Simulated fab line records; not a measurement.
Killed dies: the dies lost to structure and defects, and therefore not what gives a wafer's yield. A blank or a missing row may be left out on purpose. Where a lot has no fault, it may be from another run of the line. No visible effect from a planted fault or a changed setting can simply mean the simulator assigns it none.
Struck lot and sound lot, side by side :: flow sfq line :: 42 out of 325 route steps
Sound: wafers L516.1, L516.2, L516.5. Struck: wafers L520.2, L520.6 (left out: L520.5, a lot-mate that was not struck); the cause follows at the end.
Each step with rows lists, per side, the tool, then ch with its chambers, then its first start. Under that, the readings that differ: sound wafers :: struck wafers :: difference of the means :: sigmas: that difference in standard deviations of wafers without a fault.
alike: a reading whose means differ by less than 2 such deviations, as well as words and numbers matching on both sides. not compared: withheld readings; readings where some wafer has no value; bounds like >300 that might hide an equal value; numbers whose values overlap and for which the record gives no deviation.
The two part at a step that has a row with sigmas, a row that says differs or no value, or rows on one side only. Non-overlapping numbers with no deviation appear without sigmas and do not part them. A reading that every wafer of one side lacks parts them only if that side has two wafers or more.

first, 6 steps without rows for these wafers: SFQ_TRILAYER_I1_VIA_LITHO_COAT_054 (resist thk 62 nm); SFQ_TRILAYER_I1_VIA_LITHO_COAT_049 (resist thk 650 nm); SFQ_TRILAYER_I1_VIA_LITHO_SOFTBAKE_053; SFQ_TRILAYER_I1_VIA_LITHO_EXPOSE_050 (exposes mask I1, target cd 500 nm); SFQ_TRILAYER_I1_VIA_LITHO_PEB_052 (peb time 60 s); SFQ_TRILAYER_I1_VIA_LITHO_DEVELOP_051 (time 60 s).
SFQ_I1_OVL_MEAS_913:
  sound: overlay-01 at day 20 19:15; struck: overlay-01 at day 21 20:34
reading: I1_OVL (nm)
sound: -11 1 -9
struck: 13 7
difference: +16
sigmas: +3
then, 2 steps without rows for these wafers: SFQ_TRILAYER_I1_VIA_BARC_OPEN_VIA_ETCH_071 (etches BARC in O2, target depth 125 nm, time 41.7 s); SFQ_TRILAYER_I1_VIA_ETCH_VIA_ETCH_052 (etches SiO2 in CHF3, stops on Nb, target depth 260 nm).
SFQ_TRILAYER_I1_VIA_STRIP_STRIP_053: strips in O2.
  sound on rie metal-02 ch 0,1, day 20 19:26; struck on rie metal-02 ch 0,1, day 21 20:44
  alike: chamber pressure mTorr, drypump motor current A, oes product au
  not compared: rf hours counter h
then, 2 steps without rows for these wafers: SFQ_TRILAYER_I1_VIA_STRIP_SOLV_CLEAN_054 (cleans in NMP, time 600 s); SFQ_TRILAYER_M2_DEP_PRE_CLEAN_056 (time 22.5 s).
SFQ_TRILAYER_M2_DEP_SPUTTER_055: material Nb, target thk 200 nm, time 133.3 s.
  sound: pvd sputter-03 at day 20 20:14; struck: pvd sputter-03 at day 21 21:32
reading: model.Nb_of_TRILAYER_M2_DEP_SPUTTER_055.thk nm (nm)
sound: 202.1 198.5 202.2
struck: 254.8 261.7
difference: +57.3
sigmas: 
  alike: base pressure pa, chamber pressure pa, resputter cathode voltage v, substrate temp c, throttle valve pct
SFQ_M2_RS_MEAS_914: uses a four-point probe to measure.
  sound: film metro-01 at day 20 20:20; struck: film metro-03 at day 21 21:39
reading: M2_NB_RS (ohm/sq)
sound: 0.880 0.896 0.881
struck: 0.698 0.678
difference: -0.198
sigmas: -13
then, 6 steps without rows for these wafers: SFQ_TRILAYER_M2_LITHO_COAT_062 (resist thk 62 nm); SFQ_TRILAYER_M2_LITHO_COAT_057 (resist thk 600 nm); SFQ_TRILAYER_M2_LITHO_SOFTBAKE_061; SFQ_TRILAYER_M2_LITHO_EXPOSE_058 (exposes mask M2, target cd 500 nm); SFQ_TRILAYER_M2_LITHO_PEB_060 (peb time 60 s); SFQ_TRILAYER_M2_LITHO_DEVELOP_059 (time 60 s).
-- the record jumps here: 4 days lie between the struck wafers' starts before and after --
SFQ_M2_OVL_MEAS_916:
  sound: overlay-01 at day 24 19:19; struck: overlay-02 at day 25 18:07
  alike: M2_OVL
SFQ_TRILAYER_M2_BARC_OPEN_METAL_ETCH_077: etches BARC in O2, target depth 125 nm, time 41.7 s.
  sound on rie metal-04 ch 0,1, day 24 19:21; struck on rie metal-01 ch 1, day 25 18:09
  alike: chamber pressure mTorr, drypump motor current A, oes product au
  not compared: rf hours counter h
SFQ_TRILAYER_M2_ETCH_METAL_ETCH_060: etches Nb in Cl2/Ar, stops on SiO2, target depth 240 nm, time 120 s.
  sound on rie metal-04 ch 0,1, day 24 19:25; struck on rie metal-01 ch 1, day 25 18:13
reading: oes product au (a.u.)
sound: 0.903 0.900 0.889
struck: 0.985 1.001
difference: +0.096
sigmas: +10
  alike: chamber pressure mTorr, drypump motor current A
  not compared: rf hours counter h
then, 2 steps without rows for these wafers: SFQ_TRILAYER_M2_STRIP_STRIP_061 (strips in O2); SFQ_TRILAYER_M2_STRIP_SOLV_CLEAN_062 (cleans in NMP, time 600 s).
SFQ_TRILAYER_I2_DEP_PECVD_063: deposits SiO2 from SiH4/N2O, time 111.11 s, target thk 500 nm.
  sound on pecvd-01 ch 0,2, day 24 20:19; struck on pecvd-01 ch 1, day 25 19:08
reading: throttle valve pct (%)
sound: 25.8 26.9 27.0
struck: 24.1 24.1
difference: -2.5
sigmas: -2
  alike: heater power w
then, 1 step without rows for these wafers: SFQ_TRILAYER_I2_CMP_CMP_064 (polishes SiO2).
SFQ_I2_BOW_MEAS_917:
  sound: film metro-01 at day 25 13:39; struck: film metro-04 at day 26 16:40
  alike: I2_BOW
SFQ_TRILAYER_I2_METRO_MEASURE_065:
  sound: film metro-01 at day 25 13:46; struck: film metro-04 at day 26 16:58
  alike: thk nm
then, 6 steps without rows for these wafers: SFQ_TRILAYER_I2_VIA_LITHO_COAT_072 (resist thk 62 nm); SFQ_TRILAYER_I2_VIA_LITHO_COAT_067 (resist thk 650 nm); SFQ_TRILAYER_I2_VIA_LITHO_SOFTBAKE_071; SFQ_TRILAYER_I2_VIA_LITHO_EXPOSE_068 (exposes mask I2, target cd 500 nm); SFQ_TRILAYER_I2_VIA_LITHO_PEB_070 (peb time 60 s); SFQ_TRILAYER_I2_VIA_LITHO_DEVELOP_069 (time 60 s).
-- the record jumps here: 3 days lie between the struck wafers' starts before and after --
SFQ_I2_OVL_MEAS_918:
  sound: overlay-01 at day 28 17:40; struck: overlay-02 at day 29 18:46
reading: I2_OVL (nm)
sound: 0 -2 -4
struck: 4 12
difference: +10
sigmas: +2
then, 1 step without rows for these wafers: SFQ_TRILAYER_I2_VIA_BARC_OPEN_VIA_ETCH_096 (etches BARC in O2, target depth 125 nm, time 41.7 s).
SFQ_TRILAYER_I2_VIA_ETCH_VIA_ETCH_070: etches SiO2 in CHF3, stops on Nb, target depth 260 nm.
  sound on rie diel-02 ch 0,3, day 28 17:44; struck on rie diel-01 ch 2, day 29 18:50
  alike: chamber pressure mTorr, drypump motor current A, oes product au
then, 3 steps without rows for these wafers: SFQ_TRILAYER_I2_VIA_STRIP_STRIP_071 (strips in O2); SFQ_TRILAYER_I2_VIA_STRIP_SOLV_CLEAN_072 (cleans in NMP, time 600 s); SFQ_TRILAYER_M3_DEP_PRE_CLEAN_074 (time 22.5 s).
-- the record jumps here: 45 days lie between the struck wafers' starts before and after --
SFQ_M8_BOW_MEAS_951:
  sound: film metro-03 at day 74 07:23; struck: film metro-01 at day 74 20:28
reading: model.etest.m2.comb log10 ohm
sound: 12 12 12
struck: 0 0
difference: -12
sigmas: 

reading: model.etest.m2.ohm sq
sound: 0.8805 0.8965 0.8803
struck: 0.6986 0.68
difference: -0.1965
sigmas: 
  alike: M8_BOW

WHERE THEY PART
Earliest at SFQ_I1_OVL_MEAS_913; latest, in this record, at SFQ_I2_OVL_MEAS_918. Later steps at which nothing parts them and some readings are alike: SFQ_TRILAYER_I2_VIA_ETCH_VIA_ETCH_070, SFQ_M8_BOW_MEAS_951.

WHY: what the simulator had put in
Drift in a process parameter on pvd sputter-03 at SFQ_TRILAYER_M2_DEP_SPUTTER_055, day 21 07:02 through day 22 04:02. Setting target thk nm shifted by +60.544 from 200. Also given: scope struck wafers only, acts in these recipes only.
